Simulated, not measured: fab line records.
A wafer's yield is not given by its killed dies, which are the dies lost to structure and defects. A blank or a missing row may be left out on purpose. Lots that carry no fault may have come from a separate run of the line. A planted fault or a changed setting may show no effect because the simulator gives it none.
One fault through the eyes of 2 desks || flow sky130 || each desk holds nothing but its own numbers, with what lay behind them at the end

FOR THE TOOL OWNER'S DESK: implanter-03
The tool's own readings at SKY_VT_ADJUST_HVTR_IMPLANT_09, given as means over the sampled wafers that have a number, one for each lot that went through this tool. A lot is out of limits, marked OUT, if its mean lies more than 4 standard deviations from the usual mean; the brackets give that distance.
Columns: A = beamEnergyKeV at SKY_VT_ADJUST_HVTR_IMPLANT_09, usual 9.999; B = doseIonsCm2 at SKY_VT_ADJUST_HVTR_IMPLANT_09, usual 2.1002e+12
{"lot": "L245", "first seen here": "day 10 03:00", "A": 9.999, "B": 2.1001e+12}
{"lot": "L246", "first seen here": "day 10 12:42", "A": 9.996, "B": 2.1006e+12}
{"lot": "L253", "first seen here": "day 12 10:23", "A": "10.172 (+58) OUT", "B": 2.0990e+12}
{"lot": "L254", "first seen here": "day 12 21:23", "A": "10.170 (+57) OUT", "B": 2.0966e+12}
{"lot": "L255", "first seen here": "day 13 09:28", "A": "10.179 (+60) OUT", "B": 2.1016e+12}
{"lot": "L266", "first seen here": "day 16 14:23", "A": 9.998, "B": 2.1048e+12}
This desk's finding: out of limits on L253, L254, L255; first on L253, day 12 10:23 (beamEnergyKeV at SKY_VT_ADJUST_HVTR_IMPLANT_09). L245, L246, L266: within limits.

AT THE METROLOGY DESK
Lot by lot, what the gauges showed, no matter which tool ran the lot: averages of those sampled wafers that carry a number. A lot is out of limits, marked OUT, if its mean lies more than 4 standard deviations from the usual mean; the brackets give that distance.
Columns: A = cdNm at SKY_FIELD_ISO_CD_MEAS_13, usual 150.0 nm; B = cdNm at SKY_VT_ADJUST_NCORE_CD_MEAS_07, usual 380 nm; C = VT_ADJUST_PCH_OVL at SKY_VT_ADJUST_PCH_OVL_MEAS_07, usual -1.3 nm
{"lot": "L243", "first seen here": "day 2 04:26", "A": 151.2, "B": 381, "C": -1.8}
{"lot": "L245", "first seen here": "day 2 16:10", "A": 148.1, "B": 383, "C": -0.0}
{"lot": "L246", "first seen here": "day 2 21:59", "A": 149.7, "B": 373, "C": -0.8}
{"lot": "L248", "first seen here": "day 3 07:44", "A": 149.4, "B": 380, "C": -1.9}
{"lot": "L253", "first seen here": "day 4 08:39", "A": 150.1, "B": 381, "C": -0.9}
{"lot": "L254", "first seen here": "day 4 14:25", "A": 152.0, "B": 381, "C": -0.9}
{"lot": "L255", "first seen here": "day 4 22:39", "A": 148.3, "B": 386, "C": -0.7}
{"lot": "L258", "first seen here": "day 5 10:04", "A": 151.2, "B": 375, "C": -1.8}
{"lot": "L260", "first seen here": "day 5 19:32", "A": 151.9, "B": 381, "C": -0.3}
{"lot": "L261", "first seen here": "day 6 00:46", "A": 149.7, "B": 380, "C": -0.8}
{"lot": "L262", "first seen here": "day 6 09:11", "A": 149.7, "B": 385, "C": -0.9}
{"lot": "L263", "first seen here": "day 6 14:46", "A": 151.8, "B": 382, "C": -2.0}
{"lot": "L264", "first seen here": "day 6 19:55", "A": 150.4, "B": 383, "C": -3.1}
{"lot": "L266", "first seen here": "day 7 03:54", "A": 148.4, "B": 381, "C": 0.9}
This desk found nothing out of limits on any of the 14 lots.

BROUGHT TOGETHER
At day 12 10:23, on L253, L254, L255, the tool owner's desk was in a position to raise an alarm.
The metrology desk saw nothing out of limits.
The metrology desk holds a record of L253, L254, L255, inside its limits.
The lots listed all ran SKY_VT_ADJUST_HVTR_IMPLANT_09 on implanter-03.

WHAT HAD BEEN PUT IN BY THE SIMULATOR
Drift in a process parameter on implanter-03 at SKY_VT_ADJUST_HVTR_IMPLANT_09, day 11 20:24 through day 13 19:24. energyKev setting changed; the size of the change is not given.
Struck lots among those shown: L253, L254, L255.
Delay in hours, fault start to first out-of-limits reading, by desk: the tool owner's desk at 14.
